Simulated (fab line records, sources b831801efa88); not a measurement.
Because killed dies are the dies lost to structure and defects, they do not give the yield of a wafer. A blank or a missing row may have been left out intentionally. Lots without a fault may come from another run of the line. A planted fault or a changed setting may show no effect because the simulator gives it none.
Which tool was responsible? / flow gf180mcu / 13 lots, 39 wafers sampled, at 5 steps of a route of 602

## WHAT THE GAUGES READ, wafer by wafer
GF_VT_IMPLANT_OVL_MEAS_18. Usual: VT_IMPLANT_01_OVL gives 0.5 nm (standard deviation 1.4).
lot=L839; measured=day 6 03:44; on=overlay-01; VT_IMPLANT_01_OVL (nm)=0.6 0.9 0.1; flag=
lot=L841; measured=day 6 19:48; on=overlay-01; VT_IMPLANT_01_OVL (nm)=3.6 3.8 2.5; flag=
lot=L842; measured=day 7 04:28; on=overlay-02; VT_IMPLANT_01_OVL (nm)=1.2 0.9 4.7; flag=
lot=L843; measured=day 7 12:03; on=overlay-01; VT_IMPLANT_01_OVL (nm)=0.0 -2.2 0.1; flag=
lot=L844; measured=day 7 15:43; on=overlay-01; VT_IMPLANT_01_OVL (nm)=-0.1 -0.5 0.2; flag=
lot=L845; measured=day 7 21:26; on=overlay-02; VT_IMPLANT_01_OVL (nm)=0.1 -1.5 -0.5; flag=
lot=L846; measured=day 8 08:15; on=overlay-02; VT_IMPLANT_01_OVL (nm)=1.1 2.3 0.6; flag=
lot=L853; measured=day 9 20:58; on=overlay-01; VT_IMPLANT_01_OVL (nm)=-0.1 1.4 -0.4; flag=
lot=L855; measured=day 10 11:31; on=overlay-01; VT_IMPLANT_01_OVL (nm)=0.0 0.4 -1.0; flag=
lot=L856; measured=day 10 17:27; on=overlay-01; VT_IMPLANT_01_OVL (nm)=-0.2 1.1 1.5; flag=
lot=L857; measured=day 11 00:50; on=overlay-02; VT_IMPLANT_01_OVL (nm)=1.0 1.5 1.4; flag=
lot=L860; measured=day 11 19:17; on=overlay-02; VT_IMPLANT_01_OVL (nm)=-0.8 1.3 1.4; flag=
lot=L861; measured=day 12 00:23; on=overlay-02; VT_IMPLANT_01_OVL (nm)=0.2 1.6 1.5; flag=

GF_HV_LDD_TW_MEAS_50. Usual: HV_LDD_4_TW gives 565 (standard deviation 4.4).
lot=L839; measured=day 12 02:53; on=film-metro-01; HV_LDD_4_TW=556 557 552; flag=
lot=L841; measured=day 13 03:19; on=film-metro-03; HV_LDD_4_TW=567 566 566; flag=
lot=L842; measured=day 13 14:33; on=film-metro-03; HV_LDD_4_TW=567 566 567; flag=
lot=L843; measured=day 13 19:11; on=film-metro-03; HV_LDD_4_TW=565 565 565; flag=
lot=L844; measured=day 14 05:28; on=film-metro-03; HV_LDD_4_TW=567 569 567; flag=
lot=L845; measured=day 14 12:55; on=film-metro-02; HV_LDD_4_TW=561 561 562; flag=
lot=L846; measured=day 15 00:39; on=film-metro-03; HV_LDD_4_TW=568 563 565; flag=
lot=L853; measured=day 17 00:04; on=film-metro-03; HV_LDD_4_TW=873 872 864; flag=OFF
lot=L855; measured=day 17 20:52; on=film-metro-01; HV_LDD_4_TW=870 861 867; flag=OFF
lot=L856; measured=day 18 01:41; on=film-metro-02; HV_LDD_4_TW=561 562 562; flag=
lot=L857; measured=day 18 13:59; on=film-metro-02; HV_LDD_4_TW=563 561 563; flag=
lot=L860; measured=day 19 14:25; on=film-metro-03; HV_LDD_4_TW=566 570 570; flag=
lot=L861; measured=day 19 18:56; on=film-metro-01; HV_LDD_4_TW=569 570 568; flag=

GF_PSD_CD_MEAS_07: the cd target is 400 nm. Usual: cd-nm 400.1 nm, standard deviation 2.5.
lot=L839; measured=day 13 22:54; on=cd-sem-01; cd-nm (nm)=405.1 404.3 403.8; flag=
lot=L841; measured=day 15 00:04; on=cd-sem-02; cd-nm (nm)=399.1 398.2 396.9; flag=
lot=L842; measured=day 15 11:25; on=cd-sem-01; cd-nm (nm)=398.5 399.0 397.0; flag=
lot=L843; measured=day 15 16:43; on=cd-sem-01; cd-nm (nm)=400.6 398.2 400.1; flag=
lot=L844; measured=day 16 03:44; on=cd-sem-02; cd-nm (nm)=396.9 398.2 395.2; flag=
lot=L845; measured=day 16 11:11; on=cd-sem-01; cd-nm (nm)=401.7 401.7 404.2; flag=
lot=L846; measured=day 17 01:31; on=cd-sem-02; cd-nm (nm)=400.4 400.8 399.0; flag=
lot=L853; measured=day 19 02:44; on=cd-sem-01; cd-nm (nm)=399.8 399.6 398.7; flag=
lot=L855; measured=day 20 00:24; on=cd-sem-02; cd-nm (nm)=398.4 398.3 397.0; flag=
lot=L856; measured=day 20 05:45; on=cd-sem-01; cd-nm (nm)=406.8 406.3 404.2; flag=
lot=L857; measured=day 20 17:49; on=cd-sem-01; cd-nm (nm)=400.2 402.8 401.6; flag=
lot=L860; measured=day 21 17:41; on=cd-sem-01; cd-nm (nm)=398.9 398.1 399.3; flag=
lot=L861; measured=day 21 22:05; on=cd-sem-01; cd-nm (nm)=397.5 398.5 398.5; flag=

## WHICH TOOL RAN EACH LOT (tool, then ch and the chambers of the sampled wafers, then the start)
lot=L839; GF_HV_LDD_STRIP_37=plasma-asher-03 ch 0,1, day 11 08:15; GF_HV_LDD_IMPLANT_48=implanter-01 ch 0, day 12 02:39
lot=L841; GF_HV_LDD_STRIP_37=plasma-asher-03 ch 0,1, day 12 07:05; GF_HV_LDD_IMPLANT_48=implanter-02 ch 0, day 13 03:06
lot=L842; GF_HV_LDD_STRIP_37=plasma-asher-01 ch 0,1, day 12 18:03; GF_HV_LDD_IMPLANT_48=implanter-01 ch 0, day 13 14:18
lot=L843; GF_HV_LDD_STRIP_37=plasma-asher-03 ch 0,1, day 12 23:07; GF_HV_LDD_IMPLANT_48=implanter-02 ch 0, day 13 18:57
lot=L844; GF_HV_LDD_STRIP_37=plasma-asher-01 ch 0,1, day 13 08:14; GF_HV_LDD_IMPLANT_48=implanter-01 ch 0, day 14 05:15
lot=L845; GF_HV_LDD_STRIP_37=plasma-asher-01 ch 0,1, day 13 15:12; GF_HV_LDD_IMPLANT_48=implanter-02 ch 0, day 14 12:40
lot=L846; GF_HV_LDD_STRIP_37=plasma-asher-03 ch 0,1, day 14 02:58; GF_HV_LDD_IMPLANT_48=implanter-02 ch 0, day 15 00:24
lot=L853; GF_HV_LDD_STRIP_37=plasma-asher-04 ch 0,1, day 16 01:07; GF_HV_LDD_IMPLANT_48=implanter-02 ch 0, day 16 23:49
lot=L855; GF_HV_LDD_STRIP_37=plasma-asher-01 ch 0,1, day 16 21:29; GF_HV_LDD_IMPLANT_48=implanter-02 ch 0, day 17 20:39
lot=L856; GF_HV_LDD_STRIP_37=plasma-asher-04 ch 0,1, day 17 01:58; GF_HV_LDD_IMPLANT_48=implanter-03 ch 0, day 18 01:26
lot=L857; GF_HV_LDD_STRIP_37=plasma-asher-03 ch 0,1, day 17 14:52; GF_HV_LDD_IMPLANT_48=implanter-03 ch 0, day 18 13:44
lot=L860; GF_HV_LDD_STRIP_37=plasma-asher-04 ch 0,1, day 18 13:26; GF_HV_LDD_IMPLANT_48=implanter-03 ch 0, day 19 14:10
lot=L861; GF_HV_LDD_STRIP_37=plasma-asher-01 ch 0,1, day 18 17:29; GF_HV_LDD_IMPLANT_48=implanter-03 ch 0, day 19 18:41
- GF_HV_LDD_STRIP_37: strips in O2/N2.
- GF_HV_LDD_IMPLANT_48

## WHAT THE TOOLS THEMSELVES READ (means of the sampled wafers that have a number; where no wafer has one, the mark that the record gives instead)
GF_HV_LDD_STRIP_37. Usual: drypump-motor-current-A 5.6 A, standard deviation 0.37; heater-power-w 327 W, standard deviation 24; oes-product-au 0.716 a.u., standard deviation 0.0043; strip-time-to-endpoint-s 12.65 s, standard deviation 0.041.
lot=L839; tool=plasma-asher-03; drypump-motor-current-A (A)=5.9; heater-power-w (W)=338; oes-product-au (a.u.)=0.718; strip-time-to-endpoint-s (s)=12.68; flag=
lot=L841; tool=plasma-asher-03; drypump-motor-current-A (A)=5.7; heater-power-w (W)=347; oes-product-au (a.u.)=0.718; strip-time-to-endpoint-s (s)=12.70; flag=
lot=L842; tool=plasma-asher-01; drypump-motor-current-A (A)=5.9; heater-power-w (W)=321; oes-product-au (a.u.)=0.713; strip-time-to-endpoint-s (s)=12.70; flag=
lot=L843; tool=plasma-asher-03; drypump-motor-current-A (A)=5.7; heater-power-w (W)=351; oes-product-au (a.u.)=0.711; strip-time-to-endpoint-s (s)=12.60; flag=
lot=L844; tool=plasma-asher-01; drypump-motor-current-A (A)=5.9; heater-power-w (W)=319; oes-product-au (a.u.)=0.717; strip-time-to-endpoint-s (s)=12.60; flag=
lot=L845; tool=plasma-asher-01; drypump-motor-current-A (A)=5.9; heater-power-w (W)=320; oes-product-au (a.u.)=0.717; strip-time-to-endpoint-s (s)=12.67; flag=
lot=L846; tool=plasma-asher-03; drypump-motor-current-A (A)=5.9; heater-power-w (W)=337; oes-product-au (a.u.)=0.715; strip-time-to-endpoint-s (s)=12.66; flag=
lot=L853; tool=plasma-asher-04; drypump-motor-current-A (A)=5.2; heater-power-w (W)=309; oes-product-au (a.u.)=0.718; strip-time-to-endpoint-s (s)=12.65; flag=
lot=L855; tool=plasma-asher-01; drypump-motor-current-A (A)=5.9; heater-power-w (W)=321; oes-product-au (a.u.)=0.716; strip-time-to-endpoint-s (s)=12.68; flag=
lot=L856; tool=plasma-asher-04; drypump-motor-current-A (A)=5.2; heater-power-w (W)=306; oes-product-au (a.u.)=0.716; strip-time-to-endpoint-s (s)=12.60; flag=
lot=L857; tool=plasma-asher-03; drypump-motor-current-A (A)=5.9; heater-power-w (W)=340; oes-product-au (a.u.)=0.716; strip-time-to-endpoint-s (s)=12.62; flag=
lot=L860; tool=plasma-asher-04; drypump-motor-current-A (A)=5.2; heater-power-w (W)=313; oes-product-au (a.u.)=0.718; strip-time-to-endpoint-s (s)=12.66; flag=
lot=L861; tool=plasma-asher-01; drypump-motor-current-A (A)=5.9; heater-power-w (W)=321; oes-product-au (a.u.)=0.715; strip-time-to-endpoint-s (s)=12.66; flag=

GF_HV_LDD_IMPLANT_48. Usual: beam-energy-keV 25.000, standard deviation 0.0079; dose-ions-cm2 2.999e+13, standard deviation 3.5e+10; faraday-current-uA 169, standard deviation 3.4.
lot=L839 tool=implanter-01 beam-energy-keV=25.000 dose-ions-cm2=3.001e+13 faraday-current-uA=169 flag=
lot=L841 tool=implanter-02 beam-energy-keV=25.006 dose-ions-cm2=3.000e+13 faraday-current-uA=169 flag=
lot=L842 tool=implanter-01 beam-energy-keV=24.995 dose-ions-cm2=2.996e+13 faraday-current-uA=166 flag=
lot=L843 tool=implanter-02 beam-energy-keV=24.999 dose-ions-cm2=2.994e+13 faraday-current-uA=169 flag=
lot=L844 tool=implanter-01 beam-energy-keV=25.005 dose-ions-cm2=3.000e+13 faraday-current-uA=167 flag=
lot=L845 tool=implanter-02 beam-energy-keV=24.998 dose-ions-cm2=2.998e+13 faraday-current-uA=168 flag=
lot=L846 tool=implanter-02 beam-energy-keV=25.002 dose-ions-cm2=3.003e+13 faraday-current-uA=169 flag=
lot=L853 tool=implanter-02 beam-energy-keV=24.996 dose-ions-cm2=1.150e+14 faraday-current-uA=640 flag=OFF
lot=L855 tool=implanter-02 beam-energy-keV=24.995 dose-ions-cm2=1.150e+14 faraday-current-uA=657 flag=OFF
lot=L856 tool=implanter-03 beam-energy-keV=24.996 dose-ions-cm2=2.996e+13 faraday-current-uA=168 flag=
lot=L857 tool=implanter-03 beam-energy-keV=25.011 dose-ions-cm2=3.000e+13 faraday-current-uA=170 flag=
lot=L860 tool=implanter-03 beam-energy-keV=24.994 dose-ions-cm2=2.998e+13 faraday-current-uA=171 flag=
lot=L861 tool=implanter-03 beam-energy-keV=24.999 dose-ions-cm2=3.000e+13 faraday-current-uA=169 flag=

## THE ANSWER, worked out from the rows above alone
Rule: take the mean of a lot's wafers that have a number; if it is more than 3 standard deviations from the usual mean, the lot is off. A lot without any number at a reading at which 4 lots or more have one is off too. All remaining lots with rows at the step are treated as sound. After the gauges, taken in route order, come the tools' own readings; for these a lot's mean is taken, as printed above. The first step at which some lot is off is used, and at that step the reading that is off furthest; a lot without a number counts as furthest.
Off: L853, L855, at GF_HV_LDD_TW_MEAS_50 (HV_LDD_4_TW).
If a tool, at a process step before that reading, ran all the lots that are off and no sound lot after the first of them, it fits. The gauges at GF_HV_LDD_TW_MEAS_50 aren't tried: what is off there is off at GF_HV_LDD_IMPLANT_48 too, on other tools, and a gauge's error can't cause that. One fits: implanter-02 at GF_HV_LDD_IMPLANT_48. Its last sound lot is L846 (day 15 00:24), its first lot that is off L853 (day 16 23:49): a fault that began between those two fits.
The tool's own readings at GF_HV_LDD_IMPLANT_48 bear it out: on the lots that are off they differ by more than 5 times the standard deviation of the sound lots' means. dose-ions-cm2 reads 1.150e+14 there against 2.999e+13 on the sound lots; faraday-current-uA reads 648 there against 169 on the sound lots.

## WHAT THE SIMULATOR HAD PUT IN
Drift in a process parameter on implanter-02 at GF_HV_LDD_IMPLANT_48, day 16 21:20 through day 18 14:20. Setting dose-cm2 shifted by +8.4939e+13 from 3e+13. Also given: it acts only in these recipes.
Struck lots among those shown: L853, L855. The rule above found the same.
